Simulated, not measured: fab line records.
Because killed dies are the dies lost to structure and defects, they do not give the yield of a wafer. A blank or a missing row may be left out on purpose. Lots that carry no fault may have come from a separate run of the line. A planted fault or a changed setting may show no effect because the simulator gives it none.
Which of the tools did it? ; flow sky130 ; Sampling: 6 lots, 18 wafers, 2 of 708 route steps

## WHAT EACH GAUGE READ, for each wafer
SKY_VT_ADJUST_HVTP_TW_MEAS_11.
lot;measured;on;VT_ADJUST_HVTP_TW
L854;day 6 11:20;film metro-02;1357 1354 1352
L857;day 8 01:28;film metro-04;1364 1358 1363
L858;day 8 07:11;film metro-02;1375 1372 1371
L866;day 9 19:18;film metro-02;1327 1328 1331
L868;day 10 07:02;film metro-04;1365 1367 1369
L872;day 11 12:48;film metro-04;1367 1369 1367

## WHAT TOOL EACH LOT RAN ON (gives the tool, then ch and the chambers of the sampled wafers, and finally the start)
lot;SKY_VT_ADJUST_HVTP_IMPLANT_09
L854;implanter-02 ch 0, day 6 11:06
L857;implanter-02 ch 0, day 8 01:14
L858;implanter-03 ch 0, day 8 06:56
L866;implanter-03 ch 0, day 9 19:03
L868;implanter-02 ch 0, day 10 06:47
L872;implanter-01 ch 0, day 11 12:33
- SKY_VT_ADJUST_HVTP_IMPLANT_09

## THE ANSWER, worked out from the rows above alone
Rule: usual is defined by the lots themselves. The widest of any qualifying gaps counts: lots, ordered by their means at a reading, are off when they make up no more than a third of the lots, leave a main group of 4 or more, and stand apart from it by 3 or more times the standard deviation of that group's means. Not used: any main group whose means are identical at the precision the tables above print for the reading. A lot without any number at a reading at which 4 lots or more have one is off too. Any other lot the step has rows for is counted as sound.
Off: at SKY_VT_ADJUST_HVTP_TW_MEAS_11 (VT_ADJUST_HVTP_TW), L866. Mean 1365 and standard deviation 6.2 in the main group.
If a tool, at a process step before that reading, ran all the lots that are off and no sound lot after the first of them, it fits. The gauges at SKY_VT_ADJUST_HVTP_TW_MEAS_11 are tried like those tools. Undecided on this evidence; 2 tools fit (implanter-03 at SKY_VT_ADJUST_HVTP_IMPLANT_09, film metro-02 at SKY_VT_ADJUST_HVTP_TW_MEAS_11).

## WHAT THE SIMULATOR HAD INSERTED
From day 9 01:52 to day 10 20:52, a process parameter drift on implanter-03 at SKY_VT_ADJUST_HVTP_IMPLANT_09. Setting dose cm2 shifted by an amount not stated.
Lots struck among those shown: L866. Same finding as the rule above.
